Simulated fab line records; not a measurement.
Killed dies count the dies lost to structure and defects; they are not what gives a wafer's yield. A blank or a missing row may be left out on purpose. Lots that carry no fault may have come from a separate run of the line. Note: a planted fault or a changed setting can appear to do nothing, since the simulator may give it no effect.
2 desks, one fault    flow sfq line    what lay behind the numbers comes last; until then each desk has only its own

AT THE METROLOGY DESK
Lot by lot, what the gauges showed, no matter which tool ran the lot: averages of those sampled wafers that carry a number. Marked OUT: a lot whose mean sits more than 4 standard deviations from the usual mean, which makes it out of limits; the brackets give that distance.
Columns: A = L0V_OVL at SFQ_L0V_OVL_MEAS_903, usual -2 nm; B = M1_NB_RS at SFQ_M1_RS_MEAS_909, usual 0.887 ohm/sq
lot   first seen here  A    B
L630  day 6 18:41      1    0.897
L631  day 6 21:05      -4   0.891
L632  day 6 22:17      -6   0.894
L634  day 7 03:05      -5   0.887
L635  day 7 04:17      -5   0.894
L637  day 7 07:53      -7   0.616 (-29) OUT
L639  day 7 15:02      -1   0.883
L644  day 8 04:14      -1   0.883
L647  day 8 18:11      -11  0.872
L649  day 13 22:31     -5   0.884
L650  day 14 17:10     1    0.884
L652  day 15 13:20     -1   0.882
L653  day 15 21:43     -5   0.895
Finding of this desk: L637 out of limits, first seen on L637 at day 17 06:58 (M1_NB_RS at SFQ_M1_RS_MEAS_909). L630, L631, L632, L634, L635, L639, L644, L647, L649, L650, L652, L653: within limits.

TOOL OWNER'S DESK, pvd sputter-04
The tool's own readings at SFQ_TRILAYER_M1_DEP_SPUTTER_037 (material Nb, target thk 200 nm, time 133.3 s): means of the sampled wafers that have a number, for each lot that ran on this tool. Marked OUT: a lot whose mean sits more than 4 standard deviations from the usual mean, which makes it out of limits; the brackets give that distance.
Columns: A = throttle valve pct at SFQ_TRILAYER_M1_DEP_SPUTTER_037, usual 30.1 %
lot   first seen here  A
L634  day 17 02:03     31.3
L635  day 17 04:27     31.2
L637  day 17 06:51     31.2
This desk found nothing out of limits on any of the 3 lots.

TAKEN TOGETHER
Metrology desk: alarm possible at day 17 06:58 on L637.
The desk of the tool owner found nothing out of limits.
Tool owner's desk: L637 on record, inside its limits.
Of the lots named, all ran SFQ_TRILAYER_M1_DEP_SPUTTER_037 on pvd sputter-04.

WHAT THE SIMULATOR HAD INSERTED
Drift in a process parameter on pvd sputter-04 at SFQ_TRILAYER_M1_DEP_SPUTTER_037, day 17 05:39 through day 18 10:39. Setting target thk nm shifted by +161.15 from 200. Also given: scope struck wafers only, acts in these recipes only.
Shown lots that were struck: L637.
Delay in hours, fault start to first out-of-limits reading, per desk: metrology desk 1.
